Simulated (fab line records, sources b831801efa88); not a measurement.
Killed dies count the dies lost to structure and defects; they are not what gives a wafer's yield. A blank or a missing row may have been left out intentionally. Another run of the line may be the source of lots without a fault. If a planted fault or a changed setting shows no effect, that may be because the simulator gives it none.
fab line records	flow sky130
[record] lots = 5	wafers = 15	last_day = 50
route steps=708 shown METAL4@599 CAP2M@603 PAD_OPEN@708
lots that met no fault: taken from a fault-free run of the same line
start_h: hours from the record's opening day to when the first of the lot's shown wafers began	wait_h: hours from the lot's prior step to this one	" repeats the value in the row above	L1.1+2: a single row standing in for several wafers	- value missing, or start not given	* or withheld: withheld	< > ~ a bound
route shown NAME@n: NAME is a module with steps in the file, n the number in the route of the first one	usual: mean and standard deviation over wafers with no fault	same: alike in all rows	chamber/n: place in a boat	sites: each site's reading	_std_site: standard deviation of those values	_edge_site: mean of outer sites minus mean of inner sites	radius_mm: how far each site lies from the wafer's centre	mask NAME#n: copy n	behind: tool/chamber where the wafer was last shaped	hold: why the lot went on hold/how many hours it stayed there/how the hold came to an end	device: the transistor (n, p or np) that didn't switch	end of line: the route-end tests of the same wafers	step lacking rows: just its recipe	killed: the dies lost at the first sort to structure and to defects; this is not the yield of the wafer	map: the dies of a wafer, with x for killed, . for not killed, _ for no die there
set.NAME: the setting as run; set.NAME@STEP: as run at that earlier step	model.NAME: the simulator's own value behind a step, which no gauge read
lots seen at some steps along the route; tables by step, rows by wafer
services: a tool's chamber out of use, with start hour (start_h, from the record's first day; less than 0 if before it), hours out, and reason
[[steps]]
[step SKY_METAL4_SPUTTER_01]
[recipe] material = TiN	target_thk_nm = 20	power_w = 6500	time_s = 16.7	chamber_pressure_pa = 0.4
[usual] throttle_valve_pct = 29.7/1.2
lot.wafer	tool	chamber	start_h	wait_h	throttle_valve_pct
L990.2	pvd_sputter-01	-	951.16	0.0	30.7
L990.3	"	-	"	"	31.5
L990.5	"	-	"	"	31.5
L991.1	pvd_sputter-03	-	959.66	0.0	29.7
L991.3	"	-	"	"	30.3
L991.5	"	-	"	"	29.7
L998.1	pvd_sputter-03	-	1004.43	0.0	29.5
L998.3	"	-	"	"	30.1
L998.6	"	-	"	"	29.6
L106.1	pvd_sputter-02	-	1060.92	0.0	28.2
L106.4	"	-	"	"	29.6
L106.6	"	-	"	"	29.6
L110.2	pvd_sputter-01	-	1088.43	0.0	27.3
L110.3	"	-	"	"	29.8
L110.6	"	-	"	"	31.3
[step SKY_METAL4_SPUTTER_02]
[recipe] material = AlCu	target_thk_nm = 735	power_w = 10600	time_s = 39.1	chamber_pressure_pa = 0.4
[usual] throttle_valve_pct = 29.7/1.2
lot.wafer	tool	chamber	start_h	wait_h	throttle_valve_pct
L990.2	pvd_sputter-01	-	951.19	0.0	30.5
L990.3	"	-	"	"	31.5
L990.5	"	-	"	"	31.5
L991.1	pvd_sputter-03	-	959.69	0.0	29.7
L991.3	"	-	"	"	29.8
L991.5	"	-	"	"	29.9
L998.1	pvd_sputter-03	-	1004.46	0.0	29.6
L998.3	"	-	"	"	30.1
L998.6	"	-	"	"	29.5
L106.1	pvd_sputter-02	-	1060.95	0.0	28.5
L106.4	"	-	"	"	30.1
L106.6	"	-	"	"	29.8
L110.2	pvd_sputter-01	-	1088.45	0.0	27.6
L110.3	"	-	"	"	30.0
L110.6	"	-	"	"	31.6
[step SKY_METAL4_SPUTTER_03]
[recipe] material = Ti	target_thk_nm = 5	power_w = 3000	time_s = 3.3	chamber_pressure_pa = 0.4
[usual] throttle_valve_pct = 29.7/1.2
lot.wafer	tool	chamber	start_h	wait_h	throttle_valve_pct
L990.2	pvd_sputter-01	-	951.24	0.0	30.6
L990.3	"	-	"	"	31.2
L990.5	"	-	"	"	31.4
L991.1	pvd_sputter-03	-	959.73	0.0	29.5
L991.3	"	-	"	"	29.8
L991.5	"	-	"	"	29.5
L998.1	pvd_sputter-03	-	1004.50	0.0	29.7
L998.3	"	-	"	"	30.1
L998.6	"	-	"	"	29.5
L106.1	pvd_sputter-02	-	1060.98	0.0	28.3
L106.4	"	-	"	"	29.9
L106.6	"	-	"	"	29.9
L110.2	pvd_sputter-01	-	1088.49	0.0	27.4
L110.3	"	-	"	"	29.8
L110.6	"	-	"	"	31.4
[step SKY_METAL4_SPUTTER_04]
[recipe] material = TiN	target_thk_nm = 70	power_w = 6500	time_s = 58.3	chamber_pressure_pa = 0.4
[usual] throttle_valve_pct = 29.7/1.2
lot.wafer	tool	chamber	start_h	wait_h	throttle_valve_pct
L990.2	pvd_sputter-01	-	951.26	0.0	30.5
L990.3	"	-	"	"	31.4
L990.5	"	-	"	"	31.8
L991.1	pvd_sputter-03	-	959.75	0.0	29.7
L991.3	"	-	"	"	29.9
L991.5	"	-	"	"	29.8
L998.1	pvd_sputter-03	-	1004.52	0.0	29.7
L998.3	"	-	"	"	30.0
L998.6	"	-	"	"	29.6
L106.1	pvd_sputter-02	-	1061.00	0.0	28.3
L106.4	"	-	"	"	29.8
L106.6	"	-	"	"	29.9
L110.2	pvd_sputter-01	-	1088.51	0.0	27.6
L110.3	"	-	"	"	30.0
L110.6	"	-	"	"	31.3
[step SKY_CAP2M_CVD_00]
[recipe] material = SiO2	target_thk_nm = 15.5	temp_c = 400	time_s = withheld	rf_w = 450
[usual] heater_power_w = 678/95
lot.wafer	tool	chamber	start_h	wait_h	heater_power_w
L990.2	pecvd-04	0	951.31	0.0	725
L990.3	"	2	"	"	565
L990.5	"	1	"	"	542
L991.1	pecvd-01	1	959.80	0.0	788
L991.3	"	0	"	"	647
L991.5	"	2	"	"	858
L998.1	pecvd-01	2	1004.57	0.0	835
L998.3	"	0	"	"	666
L998.6	"	2	"	"	837
L106.1	pecvd-04	1	1061.05	0.0	595
L106.4	"	0	"	"	658
L106.6	"	1	"	"	599
L110.2	pecvd-04	0	1088.56	0.0	737
L110.3	"	2	"	"	547
L110.6	"	2	"	"	574
[step SKY_CAP2M_THK_MEAS_01]
[recipe] reads = SiO2_of_CAP2M_CVD_00
[usual] CAP2M_CVD_00_THK = 15.45/0.2
lot.wafer	tool	chamber	start_h	wait_h	CAP2M_CVD_00_THK[nm]
L990.2	film_metro-03	-	951.34	-	15.19
L990.3	"	-	"	"	15.12
L990.5	"	-	"	"	15.60
L991.1	film_metro-01	-	959.83	-	15.20
L991.3	"	-	"	"	15.21
L991.5	"	-	"	"	15.56
L998.1	film_metro-04	-	1004.60	-	15.38
L998.3	"	-	"	"	15.49
L998.6	"	-	"	"	15.60
L106.1	film_metro-01	-	1061.07	-	15.48
L106.4	"	-	"	"	15.66
L106.6	"	-	"	"	15.59
L110.2	film_metro-01	-	1088.59	-	15.39
L110.3	"	-	"	"	15.35
L110.6	"	-	"	"	15.64
[step SKY_CAP2M_SPUTTER_02]
[recipe] material = TiN	target_thk_nm = 200	temp_c = 300	power_w = 6500	time_s = 166.7	chamber_pressure_pa = 0.4
[step SKY_CAP2M_RS_MEAS_03]
[recipe] thk_meas_gauge = four-point-probe	reads = TiN_of_CAP2M_SPUTTER_02
[usual] CAP2M_TIN_RS = 6.93/0.067
lot.wafer	tool	chamber	start_h	wait_h	CAP2M_TIN_RS[ohm/sq]
L990.2	film_metro-04	-	951.53	0.1	6.90
L990.3	"	-	"	"	6.94
L990.5	"	-	"	"	6.91
L991.1	film_metro-01	-	960.00	0.1	6.86
L991.3	"	-	"	"	6.81
L991.5	"	-	"	"	6.85
L998.1	film_metro-01	-	1004.77	0.1	6.95
L998.3	"	-	"	"	6.88
L998.6	"	-	"	"	6.92
L106.1	film_metro-01	-	1061.24	0.1	6.99
L106.4	"	-	"	"	6.94
L106.6	"	-	"	"	6.95
L110.2	film_metro-04	-	1088.77	0.1	6.85
L110.3	"	-	"	"	6.91
L110.6	"	-	"	"	6.89
[step SKY_CAP2M_THK_MEAS_04]
[recipe] thk_meas_gauge = xrf	reads = TiN_of_CAP2M_SPUTTER_02
[usual] CAP2M_TIN_THK = 202.7/2.1
lot.wafer	tool	chamber	start_h	wait_h	CAP2M_TIN_THK[nm]
L990.2	film_metro-04	-	951.64	0.1	205.1
L990.3	"	-	"	"	204.6
L990.5	"	-	"	"	203.8
L991.1	film_metro-01	-	960.12	0.1	203.7
L991.3	"	-	"	"	205.7
L991.5	"	-	"	"	204.5
L998.1	film_metro-01	-	1004.89	0.1	200.8
L998.3	"	-	"	"	203.1
L998.6	"	-	"	"	201.6
L106.1	film_metro-01	-	1061.36	0.1	201.2
L106.4	"	-	"	"	201.2
L106.6	"	-	"	"	202.2
L110.2	film_metro-04	-	1088.88	0.1	206.6
L110.3	"	-	"	"	204.6
L110.6	"	-	"	"	204.1
[step SKY_CAP2M_DEHYDRATE_05]
[recipe] temp_c = 200	time_s = 60
[step SKY_CAP2M_HMDS_06]
[recipe] prime_time_s = 60	prime_temp_c = 120
[step SKY_CAP2M_COAT_07]
[recipe] resist = NOVOLAK	spin_rpm = 3000	resist_thk_nm = 1140
[step SKY_CAP2M_SOFTBAKE_08]
[recipe] temp_c = 90	time_s = 60	resist = NOVOLAK
[usual] heater_power_total_W = 56.59/0.04	plate_temp_C = 89.98/0.13	run_length_s = 89.25/0.25
lot.wafer	tool	chamber	start_h	wait_h	heater_power_total_W	plate_temp_C	run_length_s
L990.2	litho_track-03	0	962.91	0.1	56.56	89.99	88.93
L990.3	"	0	"	"	56.63	90.07	89.06
L990.5	"	0	"	"	56.63	89.95	89.13
L991.1	litho_track-02	0	972.09	0.1	56.57	89.86	88.96
L991.3	"	0	"	"	56.52	90.05	88.92
L991.5	"	0	"	"	56.65	90.08	89.18
L998.1	litho_track-03	0	1015.93	0.1	58.55	-	82.93
L998.3	"	0	"	"	56.58	89.81	89.14
L998.6	"	0	"	"	58.56	-	82.75
L106.1	litho_track-04	0	1072.09	0.1	56.64	90.01	89.51
L106.4	"	0	"	"	56.68	89.89	89.50
L106.6	"	0	"	"	56.66	89.89	89.68
L110.2	litho_track-04	0	1099.46	0.1	56.60	90.06	89.37
L110.3	"	0	"	"	56.61	89.99	89.54
L110.6	"	0	"	"	56.51	89.93	89.63
[step SKY_CAP2M_EXPOSE_09]
[recipe] mask_id = CAP2M	na = 0.6	source_shape = conventional	sigma_outer = 0.6	polarization = unpolarized	target_cd_nm = 1000	dose_mj = 159
[step SKY_PAD_OPEN_PROBE_99]
[usual] defect_limited_yield = 82.4/1.9	killed_at_M0_to_M3 = 44/7	killed_at_M4_up = 3.2/1.8	killed_at_contacts = 24/5.1	killed_at_front_end = 15/4.3	killed_at_other = 0.3/0.5	killed_dies = 86/9.6	killed_open = 48/7.1	killed_short = 38/6.7	sort_bin_3_pad_short = 0.9/0.44	sort_bin_5_function = 10.3/1.5	sort_bin_6_memory = 6.4/1.1	sort_n_pass = 406/9.6	sort_yield_pct = 82.4/1.9
[same] gross_dies = 492	killed_at_back_side = 0	sort_bin_4_leakage[%] = 0	sort_bin_8_speed[%] = 0
lot.wafer	tool	chamber	start_h	wait_h	defect_limited_yield[%]	killed_at_M0_to_M3	killed_at_M4_up	killed_at_contacts	killed_at_front_end	killed_at_other	killed_dies	killed_open	killed_short	sort_bin_3_pad_short[%]	sort_bin_5_function[%]	sort_bin_6_memory[%]	sort_n_pass	sort_yield_pct[%]
L990.2	prober-02	-	1093.07	0.1	81.9	56	0	21	12	0	89	49	40	0.8	11.2	6.1	403	81.9
L990.3	prober-02	-	1093.12	0.2	87.6	39	1	13	8	0	61	30	31	1.0	7.3	4.1	431	87.6
L990.5	prober-02	-	1093.22	0.2	79.5	58	2	24	16	1	101	63	38	0.6	13.0	6.9	391	79.5
L991.1	prober-01	-	1101.88	0.1	83.5	42	3	24	12	0	81	44	37	1.0	10.4	5.1	411	83.5
L991.3	prober-01	-	1101.98	0.2	82.1	41	3	27	17	0	88	51	37	0.6	11.2	6.1	404	82.1
L991.5	prober-01	-	1102.08	0.2	82.9	38	0	22	24	0	84	46	38	0.6	11.0	5.5	408	82.9
L998.1	prober-02	-	1137.30	0.1	84.1	37	7	24	9	1	78	43	35	0.8	9.8	5.3	414	84.1
L998.3	prober-02	-	1137.40	0.2	85.2	41	6	15	10	1	73	38	35	1.2	10.0	3.7	419	85.2
L998.6	prober-02	-	1137.55	0.2	85.6	40	2	19	9	1	71	41	30	0.2	7.7	6.5	421	85.6
L106.1	prober-02	-	1183.74	0.1	80.9	48	3	30	13	0	94	51	43	1.4	10.6	7.1	398	80.9
L106.4	prober-02	-	1183.89	0.2	78.3	54	5	31	17	0	107	61	46	0.8	13.2	7.7	385	78.3
L106.6	prober-02	-	1183.99	0.2	81.1	52	5	22	14	0	93	49	44	0.8	12.2	5.9	399	81.1
L110.2	prober-02	-	1203.20	0.1	82.9	44	4	26	10	0	84	57	27	0.4	10.0	6.7	408	82.9
L110.3	prober-02	-	1203.25	0.2	82.9	33	6	30	14	1	84	45	39	1.6	8.1	7.3	408	82.9
L110.6	prober-02	-	1203.40	0.2	79.1	49	6	27	21	0	103	60	43	1.2	12.6	7.1	389	79.1
// killed by level:class
L990.2 VIA1:geometric_particle:open=10 CONTACT:geometric_particle:open=10 VIA3:geometric_particle:open=10 METAL2:geometric_particle:short=8 VIA2:geometric_particle:open=7 VIA1:geometric_particle:short=6 CONTACT:geometric_particle:short=5 LI_CONTACT:geometric_particle:short=4
L990.3 VIA1:geometric_particle:open=8 VIA2:geometric_particle:open=8 VIA1:geometric_particle:short=7 CONTACT:geometric_particle:open=4 METAL2:geometric_particle:short=4 POLY_GATE:geometric_particle:short=3 LI_CONTACT:geometric_particle:short=3 LI_CONTACT:geometric_particle:open=3
L990.5 VIA1:geometric_particle:open=13 CONTACT:geometric_particle:open=10 VIA2:geometric_particle:open=9 VIA3:geometric_particle:open=9 VIA1:geometric_particle:short=7 POLY_GATE:geometric_particle:open=6 LI_CONTACT:geometric_particle:open=6 METAL3:geometric_particle:short=6
L991.1 VIA1:geometric_particle:open=11 CONTACT:geometric_particle:open=8 VIA3:geometric_particle:open=7 VIA1:geometric_particle:short=7 LI_CONTACT:geometric_particle:short=6 FIELD_ISO:geometric_particle:short=5 LI_CONTACT:geometric_particle:open=5 VIA2:geometric_particle:open=5
L991.3 VIA1:geometric_particle:open=12 CONTACT:geometric_particle:open=9 VIA2:geometric_particle:open=8 LI_CONTACT:geometric_particle:open=7 LI_CONTACT:geometric_particle:short=6 METAL2:geometric_particle:short=6 FIELD_ISO:geometric_particle:short=4 POLY_GATE:geometric_particle:open=4
L991.5 VIA1:geometric_particle:open=13 FIELD_ISO:geometric_particle:open=7 FIELD_ISO:geometric_particle:short=5 LI_CONTACT:geometric_particle:open=5 LOCAL_INTERCONNECT:geometric_particle:short=5 CONTACT:geometric_particle:open=5 METAL1:geometric_particle:short=5 POLY_GATE:geometric_particle:open=4
L998.1 VIA2:geometric_particle:open=8 CONTACT:geometric_particle:open=7 VIA1:geometric_particle:open=6 LI_CONTACT:geometric_particle:open=6 METAL2:geometric_particle:short=6 CONTACT:geometric_particle:short=4 VIA1:geometric_particle:short=4 METAL4:geometric_particle:short=4
L998.3 CONTACT:geometric_particle:open=7 VIA1:geometric_particle:open=7 VIA2:geometric_particle:open=6 VIA1:geometric_particle:short=5 METAL2:geometric_particle:short=5 METAL4:geometric_particle:short=5 VIA3:geometric_particle:open=4 FIELD_ISO:geometric_particle:open=3
L998.6 CONTACT:geometric_particle:open=11 VIA1:geometric_particle:open=9 METAL2:geometric_particle:short=7 VIA3:geometric_particle:open=7 LI_CONTACT:geometric_particle:open=5 VIA2:geometric_particle:short=4 FIELD_ISO:geometric_particle:short=3 VIA3:geometric_particle:short=3
L106.1 VIA2:geometric_particle:open=10 LI_CONTACT:geometric_particle:open=9 CONTACT:geometric_particle:open=8 FIELD_ISO:geometric_particle:short=7 LOCAL_INTERCONNECT:geometric_particle:short=7 VIA3:geometric_particle:open=7 VIA1:geometric_particle:short=5 METAL1:geometric_particle:short=5
L106.4 VIA1:geometric_particle:open=11 VIA2:geometric_particle:open=10 LI_CONTACT:geometric_particle:open=9 CONTACT:geometric_particle:open=8 VIA3:geometric_particle:short=8 VIA3:geometric_particle:open=7 FIELD_ISO:geometric_particle:open=6 LI_CONTACT:geometric_particle:short=6
L106.6 VIA1:geometric_particle:open=10 VIA3:geometric_particle:open=9 LI_CONTACT:geometric_particle:open=7 METAL1:geometric_particle:short=7 LOCAL_INTERCONNECT:geometric_particle:short=6 VIA2:geometric_particle:open=6 CONTACT:geometric_particle:open=5 VIA3:geometric_particle:short=5
L110.2 LI_CONTACT:geometric_particle:open=11 VIA2:geometric_particle:open=11 CONTACT:geometric_particle:open=8 VIA1:geometric_particle:open=7 METAL2:geometric_particle:open=5 VIA3:geometric_particle:open=5 METAL2:geometric_particle:short=4 VIA2:geometric_particle:short=4
L110.3 POLY_GATE:geometric_particle:open=8 LI_CONTACT:geometric_particle:open=8 LOCAL_INTERCONNECT:geometric_particle:short=8 VIA2:geometric_particle:open=7 VIA1:geometric_particle:open=7 CONTACT:geometric_particle:open=6 METAL4:geometric_particle:short=6 METAL1:geometric_particle:short=4
L110.6 CONTACT:geometric_particle:open=15 VIA1:geometric_particle:open=10 VIA3:geometric_particle:open=9 METAL1:geometric_particle:short=7 VIA2:geometric_particle:open=7 POLY_GATE:geometric_particle:open=6 LI_CONTACT:geometric_particle:open=6 POLY_GATE:geometric_particle:short=4
[[services]]
tool	chamber	start_h	hours	kind
pecvd-04	0	928.31	12.2	repair
pvd_sputter-02	-	967.72	1.6	repair
pecvd-04	2	974.85	5.0	scheduled_down
pvd_sputter-03	-	994.57	1.2	repair
pecvd-01	1	999.38	-	clean
pecvd-01	1	999.38	-	consumable_replace:showerhead
pecvd-01	1	999.38	29.0	scheduled_down
pecvd-01	1	999.38	29.0	vent_cycle
litho_track-03	-	1005.32	-	consumable_replace:filter
pecvd-01	-	1021.31	1.6	repair
pvd_sputter-03	-	1045.94	2.6	repair
pecvd-01	-	1053.19	0.6	repair
pecvd-01	1	1055.58	2.1	scheduled_down
pecvd-04	-	1084.77	1.1	repair
pecvd-01	0	1093.22	2.1	scheduled_down
pecvd-04	1	1099.01	5.5	scheduled_down
[[key]]
[first_sign] step = SKY_CAP2M_SOFTBAKE_08	reading = heater_power_total_W	direction = up	sigmas = 50	usual = *	struck = *
[effect] step = SKY_CAP2M_SOFTBAKE_08	reading = run_length_s	direction = down	sigmas = 25	usual = *	struck = *
met_at SKY_CAP2M_SOFTBAKE_08
struck_wafers L998.1,L998.6
onset_between 962.91 1015.93
[fault] kind = process_parameter_drift	tool = litho_track-03	chamber = -	onset_h = 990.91	steps = SKY_CAP2M_SOFTBAKE_08	channel = time_s	offset = *	shape = step	end_h = 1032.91	scope = struck_wafers_only	acts_in = *	stated = *
